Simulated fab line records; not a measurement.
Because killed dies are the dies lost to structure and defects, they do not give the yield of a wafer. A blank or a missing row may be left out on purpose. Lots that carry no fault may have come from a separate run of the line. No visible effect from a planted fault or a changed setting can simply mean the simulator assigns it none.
Which tool is to blame?	flow gf180mcu	11 lots, 27 wafers sampled, at 4 steps of a route of 602

== WHAT THE GAUGES READ, wafer by wafer ==
GF_STI_BOW_MEAS_00. Usual: INCOMING_BOW 0 um, standard deviation 6.6.
lot	measured	on	INCOMING_BOW (um)	flag
L780	day 1 10:01	film metro-01	3 3 0	
L781	day 1 15:00	film metro-01	9 1 -4	
L782	day 1 20:04	film metro-04	-10 -8 15	
L783	day 2 01:01	film metro-04	1 -3 2	
L786	day 2 16:04	film metro-04	0 -2 2	
L789	day 3 07:00	film metro-01	1	
L793	day 4 03:02	film metro-03	-8	
L794	day 4 08:00	film metro-03	-2	
L795	day 4 13:01	film metro-04	7 2 6	
L801	day 5 19:02	film metro-04	5 -4 -8	
L802	day 6 00:00	film metro-04	19 3 -2	

GF_STI_CD_MEAS_12: target cd 220 nm. Usual: cd nm 219.9 nm, standard deviation 1.1.
lot	measured	on	cd nm (nm)	flag
L780	day 2 01:52	cd sem-02	220.4 220.7 221.6	
L781	day 2 07:29	cd sem-02	220.6 220.7 221.1	
L782	day 2 12:09	cd sem-02	219.5 221.0 220.8	
L783	day 2 16:07	cd sem-02	219.4 218.5 219.0	
L786	day 3 07:37	cd sem-01	220.4 221.7 220.6	
L789	day 4 00:29	cd sem-01	188.3 188.1	OFF
L793	day 4 20:53	cd sem-02	188.5 188.7	OFF
L794	day 5 02:06	cd sem-01	188.1 188.3	OFF
L795	day 5 07:04	cd sem-02	220.1 220.7 218.9	
L801	day 6 13:43	cd sem-02	220.1 219.1 218.9	
L802	day 6 19:04	cd sem-01	219.2 219.1 218.8	

GF_POLY_GATE_THK_MEAS_01. Usual: POLY_GATE_CVD_00_THK 199.9 nm, standard deviation 2.
lot	measured	on	POLY_GATE_CVD_00_THK (nm)	flag
L780	day 8 17:23	film metro-02	198.5 197.5 198.7	
L781	day 8 21:55	film metro-04	198.0 199.9 198.8	
L782	day 9 13:03	film metro-04	198.7 199.8 201.7	
L783	day 9 19:27	film metro-02	198.4 200.5 199.8	
L786	day 10 09:04	film metro-02	197.8 197.8 198.1	
L789	day 11 08:15	film metro-04	201.1	
L793	day 12 10:47	film metro-04	198.4	
L794	day 12 17:34	film metro-04	203.5	
L795	day 13 03:34	film metro-04	205.3 205.5 205.8	
L801	day 14 21:20	film metro-04	199.1 199.1 197.7	
L802	day 15 04:22	film metro-04	199.9 202.6 200.8	

== WHICH TOOL RAN EACH LOT (tool, then ch and the chambers of the sampled wafers, then the start) ==
lot	GF_STI_EXPOSE_09
L780	krf scanner-01 ch 0, day 1 20:44
L781	krf scanner-02 ch 0, day 2 00:46
L782	krf scanner-01 ch 0, day 2 06:05
L783	krf scanner-01 ch 0, day 2 10:31
L786	krf scanner-01 ch 0, day 3 01:41
L789	krf scanner-01 ch 0, day 3 17:48
L793	krf scanner-01 ch 0, day 4 13:43
L794	krf scanner-01 ch 0, day 4 19:20
L795	krf scanner-02 ch 0, day 4 23:44
L801	krf scanner-02 ch 0, day 6 06:37
L802	krf scanner-02 ch 0, day 6 10:53
- GF_STI_EXPOSE_09: exposes mask COMP, target cd 220 nm.

== WHAT THE TOOLS THEMSELVES READ (means of the sampled wafers that have a number; where no wafer has one, the mark that the record gives instead) ==
GF_STI_EXPOSE_09. Usual: stage vel mm s 500.04 mm/s, standard deviation 0.26.
lot	tool	stage vel mm s (mm/s)	flag
L780	krf scanner-01	499.72	
L781	krf scanner-02	500.25	
L782	krf scanner-01	500.22	
L783	krf scanner-01	500.13	
L786	krf scanner-01	499.67	
L789	krf scanner-01	499.91	
L793	krf scanner-01	499.89	
L794	krf scanner-01	500.37	
L795	krf scanner-02	500.49	
L801	krf scanner-02	500.05	
L802	krf scanner-02	499.87	

== THE ANSWER, worked out from the rows above alone ==
Rule: a lot counts as off when the mean over its wafers that have a number is more than 3 standard deviations away from the usual mean. Also off: a lot with no number at a reading for which 4 or more lots have one. Where the step has rows for the other lots, those lots are counted as sound. The gauges are gone through in route order, then the tools' own readings, and for those a lot's mean is taken as printed above. The first step at which some lot is off is used, and at that step the reading that is off furthest; a lot without a number counts as furthest.
Off: L789, L793, L794, at GF_STI_CD_MEAS_12 (cd nm).
If a tool, at a process step before that reading, ran all the lots that are off and no sound lot after the first of them, it fits. The gauges at GF_STI_CD_MEAS_12 are tried like those tools. One candidate fits, namely krf scanner-01 at GF_STI_EXPOSE_09. Its last sound lot is L786 (day 3 01:41), its first lot that is off L789 (day 3 17:48): a fault that began between those two fits.

== WHAT THE SIMULATOR PUT IN ==
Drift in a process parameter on krf scanner-01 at GF_STI_EXPOSE_09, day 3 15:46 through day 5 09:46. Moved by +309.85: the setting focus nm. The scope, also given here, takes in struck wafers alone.
Struck lots among those shown: L789, L793, L794. The same result came from the rule above.
